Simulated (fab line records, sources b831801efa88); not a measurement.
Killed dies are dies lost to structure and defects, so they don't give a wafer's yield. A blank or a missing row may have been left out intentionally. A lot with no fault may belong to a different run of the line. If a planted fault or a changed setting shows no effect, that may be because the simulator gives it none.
Which tool is to blame?    flow gf180mcu    7 lots with 21 wafers sampled at 3 steps, on a route of 602 steps

WHAT THE GAUGES READ, wafer by wafer
GF_VT_IMPLANT_TW_MEAS_10.
lot   measured      on             VT_IMPLANT_TW
L955  day 6 05:40   film metro-04  567 565 567
L957  day 6 14:42   film metro-02  569 569 570
L959  day 7 03:37   film metro-01  556 553 553
L961  day 7 17:14   film metro-02  571 570 570
L967  day 9 04:44   film metro-04  562 562 563
L974  day 10 22:47  film metro-04  561 563 563
L976  day 11 11:35  film metro-01  556 557 555

EACH LOT AND THE TOOL THAT RAN IT (in order: tool; ch and the chambers of the sampled wafers; start)
lot   GF_MVPSD_STRIP_10                     GF_VT_IMPLANT_IMPLANT_08
L955  plasma asher-02 ch 0,1, day 5 15:07   implanter-01 ch 0, day 6 05:26
L957  plasma asher-01 ch 0,1, day 5 23:05   implanter-02 ch 0, day 6 14:28
L959  plasma asher-03 ch 0,1, day 6 12:46   implanter-01 ch 0, day 7 03:23
L961  plasma asher-02 ch 0,1, day 7 00:44   implanter-02 ch 0, day 7 16:59
L967  plasma asher-02 ch 0,1, day 8 11:13   implanter-04 ch 0, day 9 04:31
L974  plasma asher-01 ch 0,1, day 10 04:19  implanter-01 ch 0, day 10 22:32
L976  plasma asher-01 ch 0, day 10 17:14    implanter-02 ch 0, day 11 11:21
- GF_MVPSD_STRIP_10: strips in O2/N2.
- GF_VT_IMPLANT_IMPLANT_08

THE ANSWER, worked out from the rows above alone
Rule: usual is defined by the lots themselves. Put in order of their means at a reading, lots are off if they are a third of the lots or fewer, leave a main group of 4 or more, and stand apart from it by a gap of 3 or more times the standard deviation of the main group's means; of several such gaps the widest counts. Not used: any main group whose means are identical at the precision the tables above print for the reading. A lot without any number at a reading at which 4 lots or more have one is off too. The other lots that the step has rows for count as sound.
No lot is off on any of the readings shown, so nothing can be concluded from this.

WHAT WAS PUT IN BY THE SIMULATOR
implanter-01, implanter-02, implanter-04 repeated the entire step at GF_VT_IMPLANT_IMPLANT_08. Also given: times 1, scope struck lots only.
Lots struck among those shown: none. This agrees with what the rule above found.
